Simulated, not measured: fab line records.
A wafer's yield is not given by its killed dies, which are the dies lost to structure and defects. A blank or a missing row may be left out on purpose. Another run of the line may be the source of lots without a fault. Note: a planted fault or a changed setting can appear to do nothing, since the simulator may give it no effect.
One fault through the eyes of 2 desks || flow gf180mcu || numbers are kept per desk, each desk with only its own; the story behind them comes last

== TOOL OWNER'S DESK, wetBench-01 ==
The tool's own readings at GF_STI_WET_ETCH_17 (etches Si3N4 in H3PO4, target depth 45 nm, time 514 s): means of the sampled wafers that have a number, for each lot that ran on this tool. Marked OUT: a lot whose mean sits more than 4 standard deviations from the usual mean, which makes it out of limits; the brackets give that distance.
Columns: A = tempC at GF_STI_WET_ETCH_17, usual 160.02 C
{"lot": "L200", "first seen here": "day 3 05:13", "A": 160.04}
{"lot": "L207", "first seen here": "day 4 15:11", "A": 160.15}
{"lot": "L210", "first seen here": "day 5 06:46", "A": 160.07}
{"lot": "L214", "first seen here": "day 6 03:55", "A": "158.75 (-9.1) OUT"}
This desk's verdict: out of limits on L214, starting with L214 at day 6 03:55 (tempC at GF_STI_WET_ETCH_17). In limits: L200, L207, L210.

== AT THE METROLOGY DESK ==
Lot by lot, what the gauges showed, no matter which tool ran the lot: averages of those sampled wafers that carry a number. Marked OUT: a lot whose mean sits more than 4 standard deviations from the usual mean, which makes it out of limits; the brackets give that distance.
Columns: A = V1_OVL at GF_V1_OVL_MEAS_15, usual 1 nm; B = cdNm at GF_M2_CD_MEAS_14, usual 279.6 nm
{"lot": "L195", "first seen here": "day 18 09:17", "A": 0, "B": 281.0}
{"lot": "L196", "first seen here": "day 19 02:44", "A": 3, "B": 279.3}
{"lot": "L200", "first seen here": "day 20 06:04", "A": 2, "B": 279.4}
{"lot": "L201", "first seen here": "day 20 22:05", "A": -3, "B": 277.7}
{"lot": "L204", "first seen here": "day 21 20:54", "A": 0, "B": 279.2}
{"lot": "L205", "first seen here": "day 21 20:56", "A": 5, "B": 278.2}
{"lot": "L207", "first seen here": "day 22 15:21", "A": 2, "B": 280.1}
{"lot": "L208", "first seen here": "day 23 03:36", "A": 1, "B": 281.8}
{"lot": "L209", "first seen here": "day 23 08:58", "A": -0, "B": 278.4}
{"lot": "L210", "first seen here": "day 23 14:52", "A": -3, "B": 278.5}
{"lot": "L213", "first seen here": "day 24 18:40", "A": 4, "B": 280.9}
{"lot": "L214", "first seen here": "day 24 23:45", "A": -4, "B": 278.2}
{"lot": "L215", "first seen here": "day 25 04:46", "A": -6, "B": 279.1}
This desk's finding: nothing out of limits on any of the 13 lots.

== ALL TOGETHER ==
On L214, at day 6 03:55, an alarm was possible from the tool owner's desk.
Metrology desk: nothing out of limits seen.
The metrology desk holds a record of L214, inside its limits.
Of the lots named, all ran GF_STI_WET_ETCH_17 on wetBench-01.

== WHAT HAD BEEN PUT IN BY THE SIMULATOR ==
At GF_STI_WET_ETCH_17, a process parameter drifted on wetBench-01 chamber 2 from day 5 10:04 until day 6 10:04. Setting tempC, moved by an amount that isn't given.
Struck lots among those shown: L214.
Hours from the fault's start to each desk's first reading out of limits: the tool owner's desk, 18.
